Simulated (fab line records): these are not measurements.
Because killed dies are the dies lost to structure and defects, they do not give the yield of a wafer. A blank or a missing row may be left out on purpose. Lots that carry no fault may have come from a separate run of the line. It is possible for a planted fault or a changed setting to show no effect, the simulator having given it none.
A struck lot beside a sound one || flow sky130 || 25 out of 708 route steps
Sound: wafers L664.1, L664.4, L664.6. Wafers struck: L665.1, L665.2, L665.3. The cause is named last.
Per side, at each step with rows, come the tool, then ch with its chambers, and then its first start. Under that, the readings that differ: sound wafers || struck wafers || difference of the means || sigmas: that difference in standard deviations of wafers without a fault.
alike: readings with means less than 2 such deviations apart, plus words and numbers identical on both sides. not compared: withheld readings, readings lacking a value on some wafer, bounds such as >300 that could conceal the same value, and numbers that have no deviation in the record and whose values overlap.
The two part at a step that has a row with sigmas, a row that says differs or no value, or rows on one side only. When numbers do not overlap yet have no deviation, they are printed without sigmas and do not part them. A reading that every wafer of one side lacks parts them only if that side has two wafers or more.

first, 9 steps without rows for these wafers: SKY_LI_CONTACT_ETCH_14 (etches BARC in N2/H2, stops on SiO2, time 45.9 s, target depth 60 nm); SKY_LI_CONTACT_ETCH_15 (etches PSG in C4F8/O2/Ar, stops on Si, target depth 600 nm); SKY_LI_CONTACT_STRIP_16 (strips in O2/N2); SKY_LI_CONTACT_CLEAN_17 (cleans in NMP, time 600 s); SKY_LI_CONTACT_PRE_CLEAN_18 (time 5.6 s); SKY_LI_CONTACT_SPUTTER_19 (material Ti, target thk 20 nm, time 106.37 s); SKY_LI_CONTACT_SPUTTER_20 (material TiN, target thk 20 nm, time 80 s); SKY_LI_CONTACT_CVD_21 (deposits W, target thk 400 nm, time 120.56 s); SKY_LI_CONTACT_CMP_24 (polishes, stops on PSG, t overpolish 20 s, target thk 0 nm).
SKY_LOCAL_INTERCONNECT_SPUTTER_00: material TiN, target thk 100 nm, time 83.3 s.
  sound: pvd sputter-03 at day 34 13:33; struck: pvd sputter-04 at day 35 00:17
{"reading": "cathode dc power W (W)", "sound": "6500.6 6499.9 6497.4", "struck": "6761.3 6762.3 6762.1", "difference": "+262.6", "sigmas": "+99 or more"}
{"reading": "model.TiN_of_LOCAL_INTERCONNECT_SPUTTER_00.thk nm (nm)", "sound": "98.49 97.82 98.86", "struck": "105.5 106.4 104.3", "difference": "+7.0", "sigmas": ""}
  alike: substrate temp c, throttle valve pct
SKY_LOCAL_INTERCONNECT_RS_MEAS_01: measurement is done with a four-point probe.
  sound: film metro-03 at day 34 13:37; struck: film metro-01 at day 35 00:47
{"reading": "LOCAL_INTERCONNECT_TIN_RS (ohm/sq)", "sound": "14.39 14.47 14.30", "struck": "13.35 13.25 13.52", "difference": -1.01, "sigmas": -6}
  not compared: hold
SKY_LOCAL_INTERCONNECT_THK_MEAS_02: measures by xrf.
  sound: film metro-03 at day 34 13:44; struck: film metro-01 at day 35 04:29
{"reading": "LOCAL_INTERCONNECT_TIN_THK (nm)", "sound": "97.6 96.5 97.4", "struck": "105.3 105.9 103.7", "difference": "+7.8", "sigmas": "+6"}
  not compared: hold
then, 8 steps without rows for these wafers: SKY_LOCAL_INTERCONNECT_HMDS_04 (prime time 60 s); SKY_LOCAL_INTERCONNECT_COAT_05 (resist thk 60 nm); SKY_LOCAL_INTERCONNECT_COAT_06 (resist thk 450 nm); SKY_LOCAL_INTERCONNECT_SOFTBAKE_07 (time 90 s); SKY_LOCAL_INTERCONNECT_EXPOSE_08 (exposes mask LI1M, target cd 170 nm); SKY_LOCAL_INTERCONNECT_PEB_09; SKY_LOCAL_INTERCONNECT_DEVELOP_10 (develop time 60 s); SKY_LOCAL_INTERCONNECT_ETCH_13 (etches BARC in N2/H2, stops on SiO2, time 45.9 s, target depth 60 nm).
SKY_LOCAL_INTERCONNECT_METAL_ETCH_14: etches TiN in Cl2/BCl3, stops on PSG, target depth 110 nm, time 31.4 s.
  sound on rie metal-02 ch 0,1, day 35 16:41; struck on rie metal-04 ch 0,1, day 36 02:45
{"reading": "oes product au (a.u.)", "sound": "0.934 0.930 0.936", "struck": "0.964 0.973 0.968", "difference": "+0.035", "sigmas": "+4"}
{"reading": "throttle valve pct (%)", "sound": "21.906 21.901 21.916", "struck": "21.879 21.882 21.883", "difference": -0.026, "sigmas": -3}
{"reading": "model.etch.depth nm (nm)", "sound": "98.49 97.82 98.86", "struck": "105.5 106.4 104.3", "difference": "+7.0", "sigmas": ""}
{"reading": "model.LOCAL_INTERCONNECT.feature depth nm (nm)", "sound": "98.49 97.82 98.86", "struck": "105.5 106.4 104.3", "difference": "+7.0", "sigmas": ""}
  alike: chamber pressure mTorr, drypump motor current A
  not compared: rf hours counter h
then, 1 step without rows for these wafers: SKY_LOCAL_INTERCONNECT_STRIP_15 (strips in O2/N2).
SKY_LOCAL_INTERCONNECT_STRIP_16: strips in post etch residue remover, time 1200 s.
  sound on wet bench-02 ch 3, day 35 16:50; struck on wet bench-04 ch 0, day 36 02:54
{"reading": "model.TiN_of_LOCAL_INTERCONNECT_SPUTTER_00.thk nm (nm)", "sound": "98.07 97.39 98.44", "struck": "105.1 106 103.9", "difference": "+7.0", "sigmas": ""}
then, 1 step without rows for these wafers: SKY_LOCAL_INTERCONNECT_CLEAN_17 (cleans in IPA, time 180 s).
-- the record jumps here: 14 days lie between the struck wafers' starts before and after (it left off in module LOCAL_INTERCONNECT and takes up again in module PAD_OPEN, whose first step shown is number 708 of the route) --
SKY_PAD_OPEN_PROBE_99:
  sound: prober-02 at day 49 16:40; struck: prober-01 at day 50 00:29
{"reading": "model.etest.res li.line ohm um", "sound": "76.04 75.86 75.93", "struck": "71 69.85 72.08", "difference": -5, "sigmas": ""}
{"reading": "model.etest.res li.rs ohm sq", "sound": "12.96 13.09 12.86", "struck": "12.1 11.96 12.17", "difference": -0.9, "sigmas": ""}
  alike: killed_at_M0_to_M3, killed_at_M4_up, killed at contacts, killed at front end, killed at other, killed dies, killed open, killed short

== WHERE THEY PART ==
At SKY_LOCAL_INTERCONNECT_SPUTTER_00 first; at SKY_LOCAL_INTERCONNECT_METAL_ETCH_14 last (within this record only). Later steps at which nothing parts them and some readings are alike: SKY_PAD_OPEN_PROBE_99.

WHY: the cause the simulator had injected
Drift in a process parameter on pvd sputter-04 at SKY_LOCAL_INTERCONNECT_SPUTTER_00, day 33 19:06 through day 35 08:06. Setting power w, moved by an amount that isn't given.
